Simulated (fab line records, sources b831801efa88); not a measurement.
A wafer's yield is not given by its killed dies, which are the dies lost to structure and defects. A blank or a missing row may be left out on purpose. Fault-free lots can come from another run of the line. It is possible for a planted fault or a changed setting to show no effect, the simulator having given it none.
Matching of chambers | flow gf180mcu | GF_STI_CMP_25 on cmp-02: 4 sister chambers
The step polishes, stops on Si3N4, t overpolish 33 s, target thk 524.6 nm. 14 wafers are shown with their chamber, then 7 later ones without.

WAFERS WITH THEIR CHAMBER
wafer  | chamber | motorCurrentA (A) | timeToEndpointS (s) | overpolishRunS (s)
L777.1 | 3       | 10.6              | 125                 | 32.987
L777.2 | 2       | 14.4              | 119                 | 33.002
L777.4 | 0       | 13.0              | 114                 | 33.005
L780.1 | 3       | 11.1              | 122                 | 32.998
L780.5 | 1       | 11.4              | 123                 | 33.002
L780.6 | 0       | 12.4              | 116                 | 33.014
L782.2 | 0       | 12.5              | 115                 | 32.994
L782.3 | 2       | 14.8              | 119                 | 33.004
L782.5 | 3       | 10.7              | 121                 | 32.996
L784.2 | 0       | 13.7              | 118                 | 33.007
L784.5 | 2       | 15.0              | 120                 | 32.986
L784.6 | 3       | 10.9              | 121                 | 32.982
L791.1 | 3       | 10.6              | 132                 | 32.994
L791.3 | 1       | 11.1              | 126                 | 33.011

SIGNATURES, as means of the wafers listed above
reading         | chamber 0 | chamber 1 | chamber 2 | chamber 3 | scatter within a chamber
motorCurrentA   | 12.900    | 11.250    | 14.733    | 10.780    | 0.385
timeToEndpointS | 115.75    | 124.50    | 119.33    | 124.20    | 3.17
overpolishRunS  | 33.00500  | 33.00650  | 32.99733  | 32.99140  | 0.00788
Rule: for a wafer and a chamber, the distance is found by dividing, reading by reading, the gap between the wafer's reading and the chamber's mean by the reading's scatter, squaring, summing and taking the root. If the next closest chamber is less than 2 further off than the closest, the wafer can't be placed; otherwise it belongs to the closest. The scatter: take each reading less its chamber's mean, square it, sum over the shown wafers, divide by the number of wafers less the number of chambers, and take the root.

WAFERS WITHOUT THEIR CHAMBER
wafer  | motorCurrentA (A) | timeToEndpointS (s) | overpolishRunS (s)
L791.6 | 11.2              | 127                 | 33.018
L795.2 | 11.0              | 120                 | 32.990
L795.5 | 14.4              | 120                 | 33.005
L795.6 | 11.8              | 120                 | 32.994
L797.1 | 13.6              | 115                 | 32.996
L797.3 | 11.8              | 121                 | 32.989
L797.4 | 14.4              | 118                 | 32.999

CHAMBER TAKEN BY EACH
wafer  | from the rows above          | in truth
L791.6 | can't be placed: 1 or 3      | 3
L795.2 | can't be placed: 3 or 1      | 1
L795.5 | 2                            | 2
L795.6 | can't be placed: 1 or 3 or 0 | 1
L797.1 | can't be placed: 0 or 2      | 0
L797.3 | can't be placed: 3 or 1 or 0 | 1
L797.4 | 2                            | 2
Correct placement for 2 of the 7. These rows do not allow placing 5 (true chamber among the candidates in 5). Placed wrongly: 0.
